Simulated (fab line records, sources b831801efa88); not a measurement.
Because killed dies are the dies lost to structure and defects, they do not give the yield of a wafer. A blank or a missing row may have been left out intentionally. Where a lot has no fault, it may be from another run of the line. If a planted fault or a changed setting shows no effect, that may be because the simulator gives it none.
A struck lot beside a sound one | flow sky130 | 17 steps out of a route of 708
Sound: these wafers, L751.2, L751.4, L751.6. Struck: wafer L764.3. (L764.5 of the same lot was not struck and is left out.) The cause comes at the end.
At each step with rows: each side's tool, then ch and its chambers, then its first start. Under that, the readings that differ: sound wafers | struck wafers | difference of the means | sigmas: that difference in standard deviations of wafers without a fault.
alike: a reading whose means differ by less than 2 such deviations, as well as words and numbers matching on both sides. not compared: withheld readings; readings where some wafer has no value; bounds like >300 that might hide an equal value; numbers whose values overlap and for which the record gives no deviation.
The two part at a step that has a row with sigmas, a row that says differs or no value, or rows on one side only. When numbers do not overlap yet have no deviation, they are printed without sigmas and do not part them. A reading that every wafer of one side lacks parts them only if that side has two wafers or more.

SKY_VIA2_CMP_02: polishes SiO2.
  sound on cmp-01 ch 1,2, day 36 04:08; struck on cmp-02 ch 0, day 40 06:23
  alike: motor current A
SKY_VIA2_BOW_MEAS_03:
  struck on film metro-01, day 40 06:37; sound on film metro-01, day 36 04:27
  alike: VIA2_BOW
then, 8 steps without rows for these wafers: SKY_VIA2_DEHYDRATE_04 (time 60 s); SKY_VIA2_HMDS_05 (prime time 60 s); SKY_VIA2_COAT_06 (resist thk 60 nm); SKY_VIA2_COAT_07 (resist thk 450 nm); SKY_VIA2_SOFTBAKE_08 (time 90 s); SKY_VIA2_EXPOSE_09 (exposes mask VIM2, target cd 200 nm); SKY_VIA2_PEB_10; SKY_VIA2_DEVELOP_11 (develop time 60 s).
SKY_VIA2_CD_MEAS_12 targets a cd of 200 nm.
  struck on cd sem-01, day 41 06:49; sound on cd sem-02, day 37 06:38
  reading    | sound             | struck | difference | sigmas
  cd nm (nm) | 198.8 198.3 199.3 | 202.2  | +3.4       | +3
SKY_VIA2_OVL_MEAS_13:
  struck on overlay-02, day 41 06:54; sound on overlay-02, day 37 06:44
  alike: VIA2_OVL
SKY_VIA2_ETCH_14: etches BARC in N2/H2, stops on SiO2, time 45.9 s, target depth 60 nm.
  sound on rie diel-02 ch 2,3, day 37 06:46; struck on rie diel-02 ch 2, day 41 06:56
  reading                                     | sound             | struck | difference | sigmas
  h2 flow sccm (sccm)                         | 199.8 199.9 199.8 | 198.4  | -1.4       | -2
  oes product au (a.u.)                       | 0.850 0.850 0.851 | 0.978  | +0.128     | +27
  run length s (s)                            | 74.0 73.6 74.1    | 66.7   | -7.2       | -16
  model.KrF-thick_of_VIA2_COAT_07.thk nm (nm) | 392.1 390 393.9   | 399.5  | +7.5       |
  alike: drypump motor current A, throttle valve pct
  not compared: rf hours counter h
SKY_VIA2_ETCH_15: etches SiO2 in C4F8/O2/Ar, stops on TiN, target depth 546 nm, time 84 s.
  sound on rie diel-02 ch 2,3, day 37 06:49; struck on rie diel-02 ch 2, day 41 06:58
  reading                                     | sound             | struck | difference | sigmas
  model.KrF-thick_of_VIA2_COAT_07.thk nm (nm) | 285.4 279.7 286.9 | 291.8  | +7.8       |
  alike: oes product au, run length s
SKY_VIA2_STRIP_16: strips in O2/N2.
  sound on plasma asher-02 ch 0,1, day 37 06:53; struck on plasma asher-04 ch 0, day 41 07:04
  reading                      | sound             | struck | difference | sigmas
  drypump motor current A (A)  | 5.8 4.8 4.7       | 5.9    | +0.8       | +2
  strip time to endpoint s (s) | 4.054 4.004 4.075 | 4.127  | +0.083     | +3
  alike: oes product au
  not compared: rf hours counter h
then, 2 steps without rows for these wafers: SKY_VIA2_STRIP_17 (strips in post etch residue remover, time 1200 s); SKY_PAD_OPEN_PROBE_99.

WHERE THEY PART
Last at SKY_VIA2_STRIP_16 as far as this record goes, first at SKY_VIA2_CD_MEAS_12.

WHY: what had been put in by the simulator
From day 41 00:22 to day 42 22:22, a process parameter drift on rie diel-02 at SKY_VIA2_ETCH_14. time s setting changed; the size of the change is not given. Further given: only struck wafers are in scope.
